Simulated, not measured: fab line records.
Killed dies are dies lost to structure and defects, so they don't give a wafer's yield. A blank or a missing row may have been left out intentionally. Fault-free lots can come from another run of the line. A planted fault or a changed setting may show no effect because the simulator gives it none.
Matching of chambers    flow sky130    4 sister chambers for SKY_FIELD_ISO_CMP_27 on cmp-02
The step polishes, stops on Si3N4, t overpolish 16 s, target thk 457.8 nm. 4 wafers are shown with their chamber, then 10 later ones without.

EACH WAFER AND ITS CHAMBER
wafer   chamber  motor-current-A (A)
L271.1  1        11.4
L277.4  3        11.7
L278.1  0        11.5
L278.3  2        9.9

WAFERS WHOSE CHAMBER IS MISSING
wafer   motor-current-A (A)
L278.4  11.2
L279.1  11.4
L279.4  10.7
L279.6  11.6
L283.2  11.4
L283.4  11.5
L283.6  10.1
L285.1  10.9
L285.4  10.1
L285.5  10.7

WHICH CHAMBER EACH ONE RAN IN
wafer   from the rows above                in truth
L278.4  can't be placed: 1 or 0 or 3       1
L279.1  can't be placed: 1 or 0 or 3       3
L279.4  can't be placed: 1 or 2 or 0 or 3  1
L279.6  can't be placed: 0 or 3 or 1       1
L283.2  can't be placed: 1 or 0 or 3       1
L283.4  can't be placed: 0 or 1 or 3       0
L283.6  2                                  2
L285.1  can't be placed: 1 or 0 or 3 or 2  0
L285.4  2                                  2
L285.5  can't be placed: 1 or 2 or 0 or 3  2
Correctly placed: 2 of 10. These rows do not allow placing 8 (true chamber among the candidates in 8). Wrongly placed: 0.
How it was worked out, from the rows above alone: a wafer's distance from a chamber is the root of the sum, over the readings, of the square of ((its reading less the chamber's mean) divided by the reading's scatter). If the next closest chamber is less than 2 further off than the closest, the wafer can't be placed; otherwise it belongs to the closest. Each chamber's mean is taken over the wafers shown for it. The scatter: with one shown wafer a chamber, the root of the mean of the squares of how far each hidden wafer lies from its nearest shown one.
